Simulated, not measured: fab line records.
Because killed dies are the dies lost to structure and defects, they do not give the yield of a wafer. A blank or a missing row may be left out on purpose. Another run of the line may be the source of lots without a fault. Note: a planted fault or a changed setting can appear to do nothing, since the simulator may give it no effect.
What tool caused it? / flow sky130 / Sampling: 11 lots, 33 wafers, 4 of 708 route steps

## WHAT EACH GAUGE READ, for each wafer
SKY_NWELL_TW_MEAS_26. Usual: NWELL_2_TW typically reads 492.8, with standard deviation 2.2.
lot=L261; measured=day 5 22:46; on=film_metro-01; NWELL_2_TW=493.9 493.7 492.8; flag=
lot=L262; measured=day 6 01:26; on=film_metro-03; NWELL_2_TW=490.0 491.4 495.6; flag=
lot=L265; measured=day 6 20:13; on=film_metro-04; NWELL_2_TW=494.3 493.6 493.2; flag=
lot=L274; measured=day 9 03:56; on=film_metro-01; NWELL_2_TW=493.5 492.8 492.9; flag=
lot=L275; measured=day 9 12:39; on=film_metro-03; NWELL_2_TW=488.2 490.9 490.3; flag=
lot=L276; measured=day 9 15:38; on=film_metro-01; NWELL_2_TW=489.9 491.2 489.6; flag=
lot=L277; measured=day 10 00:10; on=film_metro-04; NWELL_2_TW=492.1 490.6 491.2; flag=
lot=L279; measured=day 10 14:40; on=film_metro-03; NWELL_2_TW=491.0 490.6 490.4; flag=
lot=L280; measured=day 10 19:34; on=film_metro-03; NWELL_2_TW=492.1 492.5 487.6; flag=
lot=L281; measured=day 11 01:27; on=film_metro-01; NWELL_2_TW=490.7 490.6 488.0; flag=
lot=L282; measured=day 11 03:11; on=film_metro-03; NWELL_2_TW=491.9 491.7 488.8; flag=

SKY_VT_ADJUST_HVTP_TW_MEAS_11. Usual: VT_ADJUST_HVTP_TW typically reads 1351, with standard deviation 9.2.
lot=L261; measured=day 6 18:35; on=film_metro-03; VT_ADJUST_HVTP_TW=1667 1668 1674; flag=OFF
lot=L262; measured=day 6 20:19; on=film_metro-02; VT_ADJUST_HVTP_TW=1353 1348 1364; flag=
lot=L265; measured=day 7 16:40; on=film_metro-04; VT_ADJUST_HVTP_TW=1680 1686 1680; flag=OFF
lot=L274; measured=day 10 02:25; on=film_metro-04; VT_ADJUST_HVTP_TW=1343 1345 1345; flag=
lot=L275; measured=day 10 11:22; on=film_metro-02; VT_ADJUST_HVTP_TW=1365 1363 1365; flag=
lot=L276; measured=day 10 14:15; on=film_metro-04; VT_ADJUST_HVTP_TW=1347 1347 1351; flag=
lot=L277; measured=day 10 23:40; on=film_metro-02; VT_ADJUST_HVTP_TW=1354 1369 1360; flag=
lot=L279; measured=day 11 14:44; on=film_metro-02; VT_ADJUST_HVTP_TW=1355 1354 1352; flag=
lot=L280; measured=day 11 20:20; on=film_metro-03; VT_ADJUST_HVTP_TW=1340 1333 1334; flag=
lot=L281; measured=day 12 02:22; on=film_metro-02; VT_ADJUST_HVTP_TW=1369 1367 1372; flag=
lot=L282; measured=day 12 03:57; on=film_metro-04; VT_ADJUST_HVTP_TW=1341 1353 1354; flag=

## WHICH TOOL RAN EACH LOT (tool, then ch and the chambers of the sampled wafers, then the start)
lot=L261; SKY_NWELL_STRIP_25=plasma_asher-02 ch 0,1, day 5 22:41; SKY_VT_ADJUST_HVTP_IMPLANT_09=implanter-02 ch 0, day 6 17:59
lot=L262; SKY_NWELL_STRIP_25=plasma_asher-02 ch 0,1, day 6 01:20; SKY_VT_ADJUST_HVTP_IMPLANT_09=implanter-01 ch 0, day 6 20:04
lot=L265; SKY_NWELL_STRIP_25=plasma_asher-01 ch 0,1, day 6 20:06; SKY_VT_ADJUST_HVTP_IMPLANT_09=implanter-03 ch 0, day 7 16:07
lot=L274; SKY_NWELL_STRIP_25=plasma_asher-02 ch 0,1, day 9 03:50; SKY_VT_ADJUST_HVTP_IMPLANT_09=implanter-03 ch 0, day 10 02:10
lot=L275; SKY_NWELL_STRIP_25=plasma_asher-02 ch 0,1, day 9 12:32; SKY_VT_ADJUST_HVTP_IMPLANT_09=implanter-01 ch 0, day 10 11:08
lot=L276; SKY_NWELL_STRIP_25=plasma_asher-02 ch 0, day 9 15:31; SKY_VT_ADJUST_HVTP_IMPLANT_09=implanter-01 ch 0, day 10 14:01
lot=L277; SKY_NWELL_STRIP_25=plasma_asher-01 ch 0,1, day 10 00:05; SKY_VT_ADJUST_HVTP_IMPLANT_09=implanter-03 ch 0, day 10 23:28
lot=L279; SKY_NWELL_STRIP_25=plasma_asher-01 ch 0,1, day 10 14:35; SKY_VT_ADJUST_HVTP_IMPLANT_09=implanter-03 ch 0, day 11 14:31
lot=L280; SKY_NWELL_STRIP_25=plasma_asher-01 ch 0,1, day 10 19:29; SKY_VT_ADJUST_HVTP_IMPLANT_09=implanter-02 ch 0, day 11 20:07
lot=L281; SKY_NWELL_STRIP_25=plasma_asher-03 ch 0,1, day 11 01:20; SKY_VT_ADJUST_HVTP_IMPLANT_09=implanter-02 ch 0, day 12 02:08
lot=L282; SKY_NWELL_STRIP_25=plasma_asher-01 ch 0,1, day 11 03:04; SKY_VT_ADJUST_HVTP_IMPLANT_09=implanter-02 ch 0, day 12 03:43
- SKY_NWELL_STRIP_25: strips in O2/N2.
- SKY_VT_ADJUST_HVTP_IMPLANT_09

## AS READ BY THE TOOLS THEMSELVES (means over the sampled wafers that have a number; for cases with no such wafer, the mark the record gives instead)
SKY_NWELL_STRIP_25. Usual: chamber_pressure_mTorr 1499.9 mTorr, standard deviation 1.5; drypump_motor_current_A 5.5 A, standard deviation 0.49; oes_product_au 0.722 a.u., standard deviation 0.0046; strip_time_to_endpoint_s 36.97 s, standard deviation 0.097.
lot=L261; tool=plasma_asher-02; chamber_pressure_mTorr (mTorr)=1500.3; drypump_motor_current_A (A)=5.2; oes_product_au (a.u.)=0.718; strip_time_to_endpoint_s (s)=36.80; flag=
lot=L262; tool=plasma_asher-02; chamber_pressure_mTorr (mTorr)=1498.5; drypump_motor_current_A (A)=5.2; oes_product_au (a.u.)=0.722; strip_time_to_endpoint_s (s)=36.94; flag=
lot=L265; tool=plasma_asher-01; chamber_pressure_mTorr (mTorr)=1500.8; drypump_motor_current_A (A)=6.1; oes_product_au (a.u.)=0.721; strip_time_to_endpoint_s (s)=36.93; flag=
lot=L274; tool=plasma_asher-02; chamber_pressure_mTorr (mTorr)=1500.9; drypump_motor_current_A (A)=5.2; oes_product_au (a.u.)=0.724; strip_time_to_endpoint_s (s)=37.04; flag=
lot=L275; tool=plasma_asher-02; chamber_pressure_mTorr (mTorr)=1500.4; drypump_motor_current_A (A)=5.2; oes_product_au (a.u.)=0.724; strip_time_to_endpoint_s (s)=36.95; flag=
lot=L276; tool=plasma_asher-02; chamber_pressure_mTorr (mTorr)=1500.1; drypump_motor_current_A (A)=5.3; oes_product_au (a.u.)=0.720; strip_time_to_endpoint_s (s)=36.97; flag=
lot=L277; tool=plasma_asher-01; chamber_pressure_mTorr (mTorr)=1499.1; drypump_motor_current_A (A)=6.4; oes_product_au (a.u.)=0.725; strip_time_to_endpoint_s (s)=36.75; flag=
lot=L279; tool=plasma_asher-01; chamber_pressure_mTorr (mTorr)=1500.9; drypump_motor_current_A (A)=6.5; oes_product_au (a.u.)=0.722; strip_time_to_endpoint_s (s)=37.05; flag=
lot=L280; tool=plasma_asher-01; chamber_pressure_mTorr (mTorr)=1499.3; drypump_motor_current_A (A)=6.1; oes_product_au (a.u.)=0.724; strip_time_to_endpoint_s (s)=36.98; flag=
lot=L281; tool=plasma_asher-03; chamber_pressure_mTorr (mTorr)=1501.2; drypump_motor_current_A (A)=5.5; oes_product_au (a.u.)=0.720; strip_time_to_endpoint_s (s)=37.08; flag=
lot=L282; tool=plasma_asher-01; chamber_pressure_mTorr (mTorr)=1500.5; drypump_motor_current_A (A)=6.1; oes_product_au (a.u.)=0.723; strip_time_to_endpoint_s (s)=36.93; flag=

SKY_VT_ADJUST_HVTP_IMPLANT_09. Usual: dose_ions_cm2 reads 4.301e+12 (standard deviation 4.3e+09).
lot=L261 tool=implanter-02 dose_ions_cm2=4.299e+12 flag=
lot=L262 tool=implanter-01 dose_ions_cm2=4.302e+12 flag=
lot=L265 tool=implanter-03 dose_ions_cm2=4.302e+12 flag=
lot=L274 tool=implanter-03 dose_ions_cm2=4.297e+12 flag=
lot=L275 tool=implanter-01 dose_ions_cm2=4.298e+12 flag=
lot=L276 tool=implanter-01 dose_ions_cm2=4.307e+12 flag=
lot=L277 tool=implanter-03 dose_ions_cm2=4.299e+12 flag=
lot=L279 tool=implanter-03 dose_ions_cm2=4.305e+12 flag=
lot=L280 tool=implanter-02 dose_ions_cm2=4.298e+12 flag=
lot=L281 tool=implanter-02 dose_ions_cm2=4.302e+12 flag=
lot=L282 tool=implanter-02 dose_ions_cm2=4.297e+12 flag=

## THE ANSWER, worked out from the rows above alone
Rule: a lot is off if the mean of its wafers that have a number lies more than 3 standard deviations from the usual mean. A lot without any number at a reading at which 4 lots or more have one is off too. Any other lot the step has rows for is counted as sound. Order of review: gauges by route order, followed by the tools' own readings, for which a lot's mean as printed above is used. The first step at which some lot is off is used, and at that step the reading that is off furthest; a lot without a number counts as furthest.
Off: at SKY_VT_ADJUST_HVTP_TW_MEAS_11 (VT_ADJUST_HVTP_TW), L261, L265.
A tool fits if, at a process step before that reading, it ran every lot that is off, and no sound lot after the first of them. The gauges at SKY_VT_ADJUST_HVTP_TW_MEAS_11 are tried like those tools. Not one of the candidates tried fits.

## WHAT THE SIMULATOR PUT IN
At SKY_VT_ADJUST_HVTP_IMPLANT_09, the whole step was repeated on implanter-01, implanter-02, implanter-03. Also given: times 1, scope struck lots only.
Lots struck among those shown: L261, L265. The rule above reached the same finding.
